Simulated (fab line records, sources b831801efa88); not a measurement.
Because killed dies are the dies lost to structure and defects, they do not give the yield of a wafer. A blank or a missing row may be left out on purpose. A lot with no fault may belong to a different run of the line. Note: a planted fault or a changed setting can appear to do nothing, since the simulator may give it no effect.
Split-lot experiment + flow sky130 + on a route of 708 steps: 5 lots, 23 wafers read

ON THE SPLIT
At SKY_NWELL_IMPLANT_12, the setting energy_kev was moved away from the recipe's 120 on 9 of the 23 wafers read, by -5.6% to +5.3%. The other wafers ran this setting at the recipe's value.

The reading is taken at the split's own step.

THE READING
In nm, at SKY_NWELL_IMPLANT_12: implant.rp_nm, which is the simulator's own figure and was read by no gauge. No usual value for it is given in the file. Here, 14 wafers ran the recipe; their average is 150.3 nm with a standard deviation of 0.85 nm.

| wafer  | tool, chamber at the split | energy_kev as run | against the recipe | implant.rp_nm, nm | against lot-mates on the recipe |
|--------|----------------------------|-------------------|--------------------|-------------------|---------------------------------|
| L074.1 | implanter-04, 0            | 114.2             | -4.8%              | 143.9             | -7.6                            |
| L074.5 | implanter-04, 0            | 114.2             | -4.8%              | 143.9             | -7.6                            |
| L074.3 | implanter-04, 0            | 120               | recipe             | 151.5             | -                               |
| L074.4 | implanter-04, 0            | 120               | recipe             | 151.5             | -                               |
| L074.6 | implanter-04, 0            | 120               | recipe             | 151.5             | -                               |
| L079.4 | implanter-01, 0            | 120               | recipe             | 149.2             | -                               |
| L079.5 | implanter-01, 0            | 120               | recipe             | 149.2             | -                               |
| L079.6 | implanter-01, 0            | 120               | recipe             | 149.2             | -                               |
| L082.1 | implanter-03, 0            | 120               | recipe             | 149.6             | -                               |
| L082.4 | implanter-03, 0            | 120               | recipe             | 149.6             | -                               |
| L082.6 | implanter-03, 0            | 120               | recipe             | 149.6             | -                               |
| L082.2 | implanter-03, 0            | 113.3             | -5.6%              | 140.9             | -8.7                            |
| L082.5 | implanter-03, 0            | 113.3             | -5.6%              | 140.9             | -8.7                            |
| L083.1 | implanter-01, 0            | 123.7             | +3.1%              | 155.2             | +4.8                            |
| L083.5 | implanter-01, 0            | 123.7             | +3.1%              | 155.2             | +4.8                            |
| L083.2 | implanter-01, 0            | 120               | recipe             | 150.4             | -                               |
| L083.3 | implanter-01, 0            | 120               | recipe             | 150.4             | -                               |
| L083.4 | implanter-01, 0            | 120               | recipe             | 150.4             | -                               |
| L084.1 | implanter-01, 0            | 126.4             | +5.3%              | 159.3             | +8.4                            |
| L084.3 | implanter-01, 0            | 126.4             | +5.3%              | 159.3             | +8.4                            |
| L084.5 | implanter-01, 0            | 126.4             | +5.3%              | 159.3             | +8.4                            |
| L084.2 | implanter-01, 0            | 120               | recipe             | 150.9             | -                               |
| L084.6 | implanter-01, 0            | 120               | recipe             | 150.9             | -                               |

FIT RESULTS
A straight line over all 23 wafers: implant.rp_nm changes by +1.6 nm for each +1% of energy_kev; r = +0.99; the points scatter about the line by 0.83 nm.
The same after taking each lot's own level away (the mean of its wafers on the recipe; 23 wafers): +1.57 nm for each +1%; r = +1.00; scatter 0.025 nm.
The reading moves by 8.8 nm for the largest change in energy_kev, on that fit.
The span of the lots' own levels, 149.20 to 151.50 nm, comes to 2.7 times the standard deviation stated above.
Hence the lot-to-lot level has little effect on the slope; both slopes agree.
Check: with one of the wafers moved furthest among these (-5.6%) left out of the fit, the line predicts -8.76 nm for it against its lot-mates. Against them it came out at -8.7 nm.

THE OTHER SPLITS THESE WAFERS WENT THROUGH
These wafers also went through other splits before the reading. Each is held against what the fit with the lots' levels taken away leaves over:
| other split on the same wafers    | wafers away from the commonest value | r with implant.rp_nm (lot level and that fit taken away) |
|-----------------------------------|--------------------------------------|----------------------------------------------------------|
| SKY_FIELD_ISO_OXIDATION_01 temp_c | 15                                   | -0.32                                                    |
| SKY_FIELD_ISO_EXPOSE_10 dose_mj   | 7                                    | -0.41                                                    |
| SKY_DNWELL_SOFTBAKE_03 temp_c     | 10                                   | +0.07                                                    |
| SKY_PWDE_COAT_02 resist_thk_nm    | 6                                    | -0.11                                                    |

THE FILE'S OWN FIT
implant.rp_nm changes by +1.57 nm for each +1% of energy_kev, r = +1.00.
